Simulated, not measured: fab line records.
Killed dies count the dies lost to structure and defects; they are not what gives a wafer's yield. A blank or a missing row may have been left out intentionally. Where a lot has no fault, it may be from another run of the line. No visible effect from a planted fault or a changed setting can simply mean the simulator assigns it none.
What tool caused it?	flow gf180mcu	11 lots, 33 wafers sampled, at 5 steps of a route of 602

== WHAT THE GAUGES READ, wafer by wafer ==
GF_VT_IMPLANT_TW_MEAS_32. Usual: for VT_IMPLANT_3_TW the level is 265.8 and the standard deviation is 2.2.
lot	measured	on	VT_IMPLANT_3_TW	flag
L407	day 7 15:03	film metro-04	264.2 264.7 264.1	
L410	day 8 12:23	film metro-04	264.6 264.4 264.5	
L413	day 9 05:52	film metro-01	264.2 263.9 265.8	
L414	day 9 11:57	film metro-04	263.0 263.4 264.4	
L415	day 9 17:47	film metro-04	264.8 265.6 264.4	
L417	day 10 08:59	film metro-01	266.1 265.4 265.5	
L419	day 10 21:25	film metro-04	264.4 267.7 266.5	
L424	day 12 02:27	film metro-03	267.3 268.7 267.9	
L425	day 12 09:14	film metro-01	264.9 265.9 264.0	
L426	day 12 16:08	film metro-03	267.1 267.0 268.0	
L427	day 13 07:24	film metro-03	267.6 269.1 270.5	

GF_NSD_TW_MEAS_12. Usual: for NSD_TW the level is 4243 and the standard deviation is 37.
lot	measured	on	NSD_TW	flag
L407	day 14 04:58	film metro-03	4315 4293 4317	
L410	day 15 12:56	film metro-03	4291 4328 4289	
L413	day 16 13:59	film metro-01	4503 4473 4494	OFF
L414	day 16 16:01	film metro-01	4490 4510 4517	OFF
L415	day 17 00:55	film metro-01	4500 4488 4482	OFF
L417	day 17 22:46	film metro-03	4302 4284 4290	
L419	day 18 16:08	film metro-01	4251 4259 4251	
L424	day 19 20:43	film metro-03	4273 4265 4271	
L425	day 20 06:37	film metro-01	4193 4216 4208	
L426	day 20 18:19	film metro-01	4205 4228 4208	
L427	day 21 09:25	film metro-01	4216 4224 4230	

GF_PSD_RS_MEAS_14: a four-point-probe measurement. Usual: for NSD_RS the level is 46.19 ohm/sq and the standard deviation is 0.086.
lot	measured	on	NSD_RS (ohm/sq)	flag
L407	day 15 02:09	film metro-01	46.26 46.21 46.15	
L410	day 16 11:32	film metro-04	46.22 46.13 46.11	
L413	day 17 13:17	film metro-03	41.79 41.74 41.79	OFF
L414	day 17 15:38	film metro-04	41.78 41.85 41.86	OFF
L415	day 18 00:17	film metro-01	41.97 41.87 41.80	OFF
L417	day 18 22:15	film metro-03	46.17 46.02 46.03	
L419	day 19 17:01	film metro-03	46.24 46.20 46.12	
L424	day 20 21:08	film metro-03	46.04 46.33 46.14	
L425	day 21 06:15	film metro-01	46.23 46.19 46.18	
L426	day 21 18:16	film metro-01	46.12 46.25 46.24	
L427	day 22 09:17	film metro-01	46.23 46.16 46.13	

== TOOL THAT RAN EACH LOT (tool first, then ch and the chambers of the sampled wafers, then the start) ==
lot	GF_NSD_IMPLANT_09	GF_NSD_STRIP_11
L407	implanter-01 ch 0, day 14 04:34	plasma asher-03 ch 0,1, day 14 04:52
L410	implanter-01 ch 0, day 15 12:35	plasma asher-02 ch 0,1, day 15 12:50
L413	implanter-01 ch 0, day 16 13:38	plasma asher-03 ch 0,1, day 16 13:53
L414	implanter-01 ch 0, day 16 15:37	plasma asher-03 ch 0,1, day 16 15:55
L415	implanter-01 ch 0, day 17 00:31	plasma asher-03 ch 0,1, day 17 00:49
L417	implanter-02 ch 0, day 17 22:22	plasma asher-02 ch 0,1, day 17 22:40
L419	implanter-02 ch 0, day 18 15:46	plasma asher-02 ch 0,1, day 18 16:03
L424	implanter-04 ch 0, day 19 20:20	plasma asher-02 ch 0,1, day 19 20:37
L425	implanter-02 ch 0, day 20 06:13	plasma asher-03 ch 0,1, day 20 06:31
L426	implanter-04 ch 0, day 20 17:55	plasma asher-03 ch 0,1, day 20 18:13
L427	implanter-01 ch 0, day 21 09:02	plasma asher-02 ch 1, day 21 09:19
- GF_NSD_IMPLANT_09
- GF_NSD_STRIP_11: strips in O2/N2.

== WHAT THE TOOLS THEMSELVES READ (means of the sampled wafers that have a number; where no wafer has one, the mark that the record gives instead) ==
GF_NSD_IMPLANT_09. Usual: beam energy keV 59.999, standard deviation 0.019; beam on s 19.1 s, standard deviation 0.84.
lot	tool	beam energy keV	beam on s (s)	flag
L407	implanter-01	59.993	19.6	
L410	implanter-01	60.001	20.0	
L413	implanter-01	77.313	-	OFF
L414	implanter-01	77.336	-	OFF
L415	implanter-01	77.313	-	OFF
L417	implanter-02	59.989	18.7	
L419	implanter-02	59.990	18.7	
L424	implanter-04	60.013	18.5	
L425	implanter-02	59.996	18.8	
L426	implanter-04	59.994	18.9	
L427	implanter-01	60.032	19.8	

GF_NSD_STRIP_11. Usual: drypump motor current A 6.0 A, standard deviation 0.32; heater power w 332 W, standard deviation 18; oes product au 0.487 a.u., standard deviation 0.0044; strip time to endpoint s 22.98 s, standard deviation 0.039.
lot	tool	drypump motor current A (A)	heater power w (W)	oes product au (a.u.)	strip time to endpoint s (s)	flag
L407	plasma asher-03	6.2	330	0.489	23.02	
L410	plasma asher-02	5.7	331	0.493	22.97	
L413	plasma asher-03	6.0	328	0.463	25.37	OFF
L414	plasma asher-03	6.0	327	0.463	25.34	OFF
L415	plasma asher-03	6.2	335	0.460	25.34	OFF
L417	plasma asher-02	5.9	326	0.486	22.92	
L419	plasma asher-02	5.9	324	0.490	22.98	
L424	plasma asher-02	5.7	329	0.489	23.00	
L425	plasma asher-03	6.0	325	0.488	23.03	
L426	plasma asher-03	6.0	332	0.484	22.98	
L427	plasma asher-02	6.0	319	0.492	22.92	

== THE ANSWER, worked out from the rows above alone ==
Rule: a lot is off if the mean of its wafers that have a number lies more than 3 standard deviations from the usual mean. A lot without any number at a reading at which 4 lots or more have one is off too. Where the step has rows for the other lots, those lots are counted as sound. Order of review: gauges by route order, followed by the tools' own readings, for which a lot's mean as printed above is used. At the first step where some lot is off, the reading lying furthest off is the one used; lots without a number count as furthest.
Off: L413, L414, L415, at GF_NSD_TW_MEAS_12 (NSD_TW).
If a tool, at a process step before that reading, ran all the lots that are off and no sound lot after the first of them, it fits. Not tried: the gauges at GF_NSD_TW_MEAS_12; whatever is off there is also off at GF_NSD_IMPLANT_09, on other tools, and gauge error can't account for it. Of those tried, none fits.

== WHAT THE SIMULATOR HAD PUT IN ==
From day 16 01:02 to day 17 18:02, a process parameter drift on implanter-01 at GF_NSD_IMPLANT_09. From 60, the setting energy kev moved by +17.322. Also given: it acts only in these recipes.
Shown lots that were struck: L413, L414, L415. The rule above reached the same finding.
